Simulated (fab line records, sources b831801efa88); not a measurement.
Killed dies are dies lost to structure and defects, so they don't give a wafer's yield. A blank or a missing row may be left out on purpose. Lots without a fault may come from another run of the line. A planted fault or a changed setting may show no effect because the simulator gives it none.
Problem report in the 8D (eight disciplines) form, filled by code | flow sky130 | the parts of the form that need people (team, actions taken, sign-off) are left out

1. THE PROBLEM
GATE_OXIDE_TW at SKY_GATE_OXIDE_TW_MEAS_14 reads a mean of 234.4 on 6 wafers of 2 lots; wafers without a fault read 226.3 with a standard deviation of 1.4. That is +5.8 standard deviations from the usual mean.
First seen on wafer L190.4, day 21 02:49, on film_metro-01. The record holds 36 wafers of 12 lots with a number at this step. Rule for "out", or "out of limits": more than 4 standard deviations from the usual mean. The other wafers with a number count as sound.

2. WHAT IT IS AND WHAT IT IS NOT
question                    | is                     | is not
which readings at this step | GATE_OXIDE_TW          | -
which lots                  | L190, L191             | L170, L172, L173, L174, L176, L178, L179, L181, L183, L185
which wafers of those lots  | all that have a number | -
read on which gauges        | film_metro-01          | film_metro-03, film_metro-04
when                        | from day 21 02:49      | up to then (30 sound wafers)

3. SUSPECTS, AND WHAT RULES EACH OUT
Counting: a tool at a process step up to the reading stays a suspect if it ran every lot that is out and no sound lot after the first of them.
- the gauge at SKY_GATE_OXIDE_TW_MEAS_14: ruled out. All the wafers that are out were read on film_metro-01, but those of them that SKY_GATE_OXIDE_IMPLANT_11 has rows for are out there too, on other tools.
- implanter-04 at SKY_GATE_OXIDE_IMPLANT_11: kept. It ran every lot that is out, first L190 (day 21 02:28), and no sound lot after that; its last sound lot up to then is L181 (day 17 12:20). Its own readings are out on those wafers: beam_on_s, faraday_current_uA.
Left after counting: implanter-04 at SKY_GATE_OXIDE_IMPLANT_11.

4. THE CAUSE (what the simulator had put in)
Process parameter drift: implanter-04, from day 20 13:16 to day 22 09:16, at SKY_GATE_OXIDE_IMPLANT_11. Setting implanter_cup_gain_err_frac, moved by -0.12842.
Counting left only this tool.

5. THE CHAIN OF EFFECTS, in route order
Each row: a reading whose mean over the struck wafers that have a number lies more than 3 standard deviations from the usual. Only readings for which the record gives a usual standard deviation are gone through. hours: the time from each lot's start at the first step in this table that gives one to its start at this step, as a median over the lots. sigmas: the change in usual standard deviations.
hours | step                      | reading            | usual   | on struck wafers | change | sigmas
0     | SKY_GATE_OXIDE_IMPLANT_11 | beam_on_s          | 10.02 s | 11.56            | +1.54  | +8.1
0     | SKY_GATE_OXIDE_IMPLANT_11 | faraday_current_uA | 14.89   | 12.88            | -2.01  | -7.2
0     | SKY_GATE_OXIDE_TW_MEAS_14 | GATE_OXIDE_TW      | 226.3   | 234.4            | +8.1   | +5.8
The process steps in it:
- SKY_GATE_OXIDE_IMPLANT_11
Later measuring or inspecting steps at which every struck wafer that the step has a row for has a number for every such reading, and none has moved that far: SKY_METAL1_CD_MEAS_15, SKY_VIA1_THK_MEAS_01.

6. WHAT WOULD HAVE CAUGHT IT SOONER
In this record the first reading out of limits at a measuring or inspecting step was taken at day 21 02:49, 14 hours after the fault began at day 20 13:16.
The tool's own readings at SKY_GATE_OXIDE_IMPLANT_11 were out on every struck wafer that the step has a row for (beam_on_s, faraday_current_uA): an alarm limit on them would have fired on the first of those.
Of the lots that are out (2), L191 began SKY_GATE_OXIDE_IMPLANT_11 on implanter-04 after day 21 02:49. A hold on the tool at that time would have spared it.
